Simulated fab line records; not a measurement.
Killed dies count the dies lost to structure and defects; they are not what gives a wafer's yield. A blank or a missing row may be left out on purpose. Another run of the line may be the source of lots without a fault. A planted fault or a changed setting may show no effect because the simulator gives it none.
The tool behind it: which one? | flow gf180mcu | 6 lots with 18 wafers sampled at 4 steps, on a route of 602 steps

## WHAT EACH GAUGE READ, for each wafer
GF_TOP_METAL_RS_MEAS_05: a four-point-probe measurement.
lot  | measured     | on           | TOP_METAL_ALCU_RS (ohm/sq)
L135 | day 28 13:48 | filmMetro-02 | 0.0332 0.0328 0.0331
L137 | day 29 10:22 | filmMetro-03 | 0.0325 0.0329 0.0330
L142 | day 30 10:13 | filmMetro-02 | 0.0331 0.0328 0.0334
L144 | day 30 17:50 | filmMetro-03 | 0.0328 0.0327 0.0325
L147 | day 31 16:38 | filmMetro-02 | 0.0331 0.0331 0.0326
L153 | day 32 22:59 | filmMetro-03 | 0.0334 0.0330 0.0329

## WHAT TOOL EACH LOT RAN ON (gives the tool, then ch and the chambers of the sampled wafers, and finally the start)
lot  | GF_DNWELL_STRIP_08                 | GF_MIM_METAL_ETCH_19             | GF_M5_ETCH_09
L135 | plasmaAsher-02 ch 0,1, day 3 10:43 | rieMetal-02 ch 0, day 26 17:32   | rieDiel-04 ch 1,2, day 27 14:32
L137 | plasmaAsher-03 ch 0,1, day 3 20:29 | rieMetal-01 ch 0,1, day 27 15:01 | rieDiel-04 ch 1,2,3, day 28 11:56
L142 | plasmaAsher-03 ch 0,1, day 4 23:10 | rieMetal-02 ch 0,1, day 28 16:52 | rieDiel-04 ch 0,2, day 29 12:29
L144 | plasmaAsher-02 ch 0,1, day 5 09:10 | rieMetal-01 ch 0,1, day 29 02:11 | rieDiel-03 ch 0,1, day 29 20:44
L147 | plasmaAsher-01 ch 0,1, day 6 01:22 | rieMetal-02 ch 0,1, day 30 00:34 | rieDiel-01 ch 0,2,3, day 30 19:38
L153 | plasmaAsher-03 ch 0,1, day 7 10:14 | rieMetal-01 ch 0,1, day 31 10:56 | rieDiel-01 ch 0,1, day 32 03:47
- GF_DNWELL_STRIP_08: strips in O2/N2.
- GF_MIM_METAL_ETCH_19: etches the open film in Cl2/BCl3, stops on Si3N4, target depth 324.5 nm, time 54.1 s.
- GF_M5_ETCH_09: etches Si3N4 in CF4/O2, target depth 52 nm, time 11.6 s.

## THE ANSWER, worked out from the rows above alone
Rule: usual is defined by the lots themselves. The widest of any qualifying gaps counts: lots, ordered by their means at a reading, are off when they make up no more than a third of the lots, leave a main group of 4 or more, and stand apart from it by 3 or more times the standard deviation of that group's means. A main group whose means are all the same, to the digits that the tables above print for the reading, isn't used. A lot without any number at a reading at which 4 lots or more have one is off too. Where the step has rows for the other lots, those lots are counted as sound.
No lot is off at any reading shown: from this, nothing can be told.

## WHAT HAD BEEN PUT IN BY THE SIMULATOR
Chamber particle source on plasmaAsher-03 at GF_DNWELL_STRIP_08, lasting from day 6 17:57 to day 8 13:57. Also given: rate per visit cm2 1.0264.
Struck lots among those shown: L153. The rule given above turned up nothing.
